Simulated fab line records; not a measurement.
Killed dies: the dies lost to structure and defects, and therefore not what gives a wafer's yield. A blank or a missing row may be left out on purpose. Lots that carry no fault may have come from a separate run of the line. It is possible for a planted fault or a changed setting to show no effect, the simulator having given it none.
The tool behind it: which one? :: flow gf180mcu :: 12 lots with 36 wafers sampled at 4 steps, on a route of 602 steps

WHAT THE GAUGES SHOWED, per wafer
GF_LVPWELL_TW_MEAS_11. Usual: LVPWELL_TW gives 558 (standard deviation 3.9).
lot: L273
measured: day 3 21:19
on: film metro-04
LVPWELL_TW: 555 558 560
flag: 

lot: L275
measured: day 4 07:03
on: film metro-04
LVPWELL_TW: 562 560 565
flag: 

lot: L276
measured: day 4 13:49
on: film metro-02
LVPWELL_TW: 556 556 560
flag: 

lot: L277
measured: day 4 20:12
on: film metro-01
LVPWELL_TW: 560 560 561
flag: 

lot: L278
measured: day 5 01:26
on: film metro-04
LVPWELL_TW: 561 562 560
flag: 

lot: L284
measured: day 6 11:22
on: film metro-04
LVPWELL_TW: 617 617 616
flag: OFF

lot: L285
measured: day 6 15:16
on: film metro-01
LVPWELL_TW: 562 563 560
flag: 

lot: L288
measured: day 7 12:20
on: film metro-02
LVPWELL_TW: 611 610 607
flag: OFF

lot: L289
measured: day 7 13:37
on: film metro-02
LVPWELL_TW: 557 556 557
flag: 

lot: L290
measured: day 7 21:06
on: film metro-04
LVPWELL_TW: 561 562 559
flag: 

lot: L291
measured: day 8 03:23
on: film metro-04
LVPWELL_TW: 559 558 558
flag: 

lot: L293
measured: day 8 13:52
on: film metro-02
LVPWELL_TW: 551 553 550
flag: 

GF_VT_IMPLANT_RS_MEAS_48: measurement is done with a four-point probe. Usual: LVPWELL_RS gives 1197 ohm/sq (standard deviation 3).
lot: L273
measured: day 7 11:23
on: film metro-01
LVPWELL_RS (ohm/sq): 1196 1200 1201
flag: 

lot: L275
measured: day 8 00:56
on: film metro-02
LVPWELL_RS (ohm/sq): 1201 1198 1196
flag: 

lot: L276
measured: day 8 07:07
on: film metro-04
LVPWELL_RS (ohm/sq): 1192 1191 1191
flag: 

lot: L277
measured: day 8 16:08
on: film metro-01
LVPWELL_RS (ohm/sq): 1199 1195 1201
flag: 

lot: L278
measured: day 8 22:10
on: film metro-01
LVPWELL_RS (ohm/sq): 1194 1198 1199
flag: 

lot: L284
measured: day 10 14:14
on: film metro-01
LVPWELL_RS (ohm/sq): 1427 1432 1430
flag: OFF

lot: L285
measured: day 10 20:17
on: film metro-01
LVPWELL_RS (ohm/sq): 1193 1194 1198
flag: 

lot: L288
measured: day 12 00:25
on: film metro-01
LVPWELL_RS (ohm/sq): 1425 1426 1425
flag: OFF

lot: L289
measured: day 12 00:34
on: film metro-02
LVPWELL_RS (ohm/sq): 1198 1197 1197
flag: 

lot: L290
measured: day 12 09:31
on: film metro-01
LVPWELL_RS (ohm/sq): 1193 1192 1194
flag: 

lot: L291
measured: day 12 14:55
on: film metro-04
LVPWELL_RS (ohm/sq): 1194 1196 1193
flag: 

lot: L293
measured: day 13 05:02
on: film metro-04
LVPWELL_RS (ohm/sq): 1201 1202 1201
flag: 

GF_CONTACT_BOW_MEAS_05. Usual: CONTACT_BOW gives 64 um (standard deviation 6.3).
lot: L273
measured: day 14 23:24
on: film metro-04
CONTACT_BOW (um): 56 66 62
flag: 

lot: L275
measured: day 15 17:47
on: film metro-04
CONTACT_BOW (um): 74 69 54
flag: 

lot: L276
measured: day 15 23:45
on: film metro-04
CONTACT_BOW (um): 48 63 66
flag: 

lot: L277
measured: day 16 14:04
on: film metro-02
CONTACT_BOW (um): 70 59 52
flag: 

lot: L278
measured: day 16 23:04
on: film metro-01
CONTACT_BOW (um): 62 64 61
flag: 

lot: L284
measured: day 19 07:28
on: film metro-02
CONTACT_BOW (um): 65 64 55
flag: 

lot: L285
measured: day 19 10:52
on: film metro-04
CONTACT_BOW (um): 70 65 63
flag: 

lot: L288
measured: day 21 01:48
on: film metro-02
CONTACT_BOW (um): 66 66 64
flag: 

lot: L289
measured: day 20 23:23
on: film metro-04
CONTACT_BOW (um): 54 75 65
flag: 

lot: L290
measured: day 21 14:29
on: film metro-04
CONTACT_BOW (um): 65 64 63
flag: 

lot: L291
measured: day 21 18:33
on: film metro-01
CONTACT_BOW (um): 77 63 81
flag: 

lot: L293
measured: day 22 10:15
on: film metro-02
CONTACT_BOW (um): 64 70 74
flag: 

TOOL THAT RAN EACH LOT (tool first, then ch and the chambers of the sampled wafers, then the start)
lot: L273
GF_LVPWELL_IMPLANT_08: implanter-02 ch 0, day 3 20:56

lot: L275
GF_LVPWELL_IMPLANT_08: implanter-04 ch 0, day 4 06:40

lot: L276
GF_LVPWELL_IMPLANT_08: implanter-04 ch 0, day 4 13:26

lot: L277
GF_LVPWELL_IMPLANT_08: implanter-03 ch 0, day 4 19:49

lot: L278
GF_LVPWELL_IMPLANT_08: implanter-04 ch 0, day 5 01:02

lot: L284
GF_LVPWELL_IMPLANT_08: implanter-03 ch 0, day 6 10:59

lot: L285
GF_LVPWELL_IMPLANT_08: implanter-02 ch 0, day 6 14:53

lot: L288
GF_LVPWELL_IMPLANT_08: implanter-03 ch 0, day 7 11:56

lot: L289
GF_LVPWELL_IMPLANT_08: implanter-02 ch 0, day 7 13:13

lot: L290
GF_LVPWELL_IMPLANT_08: implanter-04 ch 0, day 7 20:43

lot: L291
GF_LVPWELL_IMPLANT_08: implanter-02 ch 0, day 8 02:59

lot: L293
GF_LVPWELL_IMPLANT_08: implanter-02 ch 0, day 8 13:28
- GF_LVPWELL_IMPLANT_08

AS READ BY THE TOOLS THEMSELVES (means over the sampled wafers that have a number; for cases with no such wafer, the mark the record gives instead)
GF_LVPWELL_IMPLANT_08. Usual: tilt deg -0.001 degrees, standard deviation 0.021.
lot: L273
tool: implanter-02
tilt deg (degrees): -0.017
flag: 

lot: L275
tool: implanter-04
tilt deg (degrees): 0.003
flag: 

lot: L276
tool: implanter-04
tilt deg (degrees): 0.006
flag: 

lot: L277
tool: implanter-03
tilt deg (degrees): 0.020
flag: 

lot: L278
tool: implanter-04
tilt deg (degrees): 0.016
flag: 

lot: L284
tool: implanter-03
tilt deg (degrees): 6.320
flag: OFF

lot: L285
tool: implanter-02
tilt deg (degrees): 0.006
flag: 

lot: L288
tool: implanter-03
tilt deg (degrees): 6.283
flag: OFF

lot: L289
tool: implanter-02
tilt deg (degrees): -0.007
flag: 

lot: L290
tool: implanter-04
tilt deg (degrees): 0.010
flag: 

lot: L291
tool: implanter-02
tilt deg (degrees): 0.008
flag: 

lot: L293
tool: implanter-02
tilt deg (degrees): 0.003
flag: 

THE ANSWER, worked out from the rows above alone
Rule: a lot is off if the mean of its wafers that have a number lies more than 3 standard deviations from the usual mean. A lot without any number at a reading at which 4 lots or more have one is off too. The other lots that the step has rows for count as sound. First the gauges in route order, then the tools' own readings, where a lot's mean is used as printed above. At the first step where some lot is off, the reading lying furthest off is the one used; lots without a number count as furthest.
Off: L284, L288, at GF_LVPWELL_TW_MEAS_11 (LVPWELL_TW).
If a tool, at a process step before that reading, ran all the lots that are off and no sound lot after the first of them, it fits. Not tried: the gauges at GF_LVPWELL_TW_MEAS_11; whatever is off there is also off at GF_VT_IMPLANT_RS_MEAS_48, on other tools, and gauge error can't account for it. One candidate fits, namely implanter-03 at GF_LVPWELL_IMPLANT_08. Its last sound lot is L277 (day 4 19:49), its first lot that is off L284 (day 6 10:59): a fault that began between those two fits.
The tool's own readings at GF_LVPWELL_IMPLANT_08 bear it out: on the lots that are off they differ by more than 5 times the standard deviation of the sound lots' means. tilt deg reads 6.302 degrees there against 0.005 degrees on the sound lots.

WHAT WAS PUT IN BY THE SIMULATOR
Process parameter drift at GF_LVPWELL_IMPLANT_08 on implanter-03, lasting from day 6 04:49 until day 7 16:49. Setting tilt deg shifted by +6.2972 from 0. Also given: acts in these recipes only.
Lots struck among those shown: L284, L288. The rule above reached the same finding.
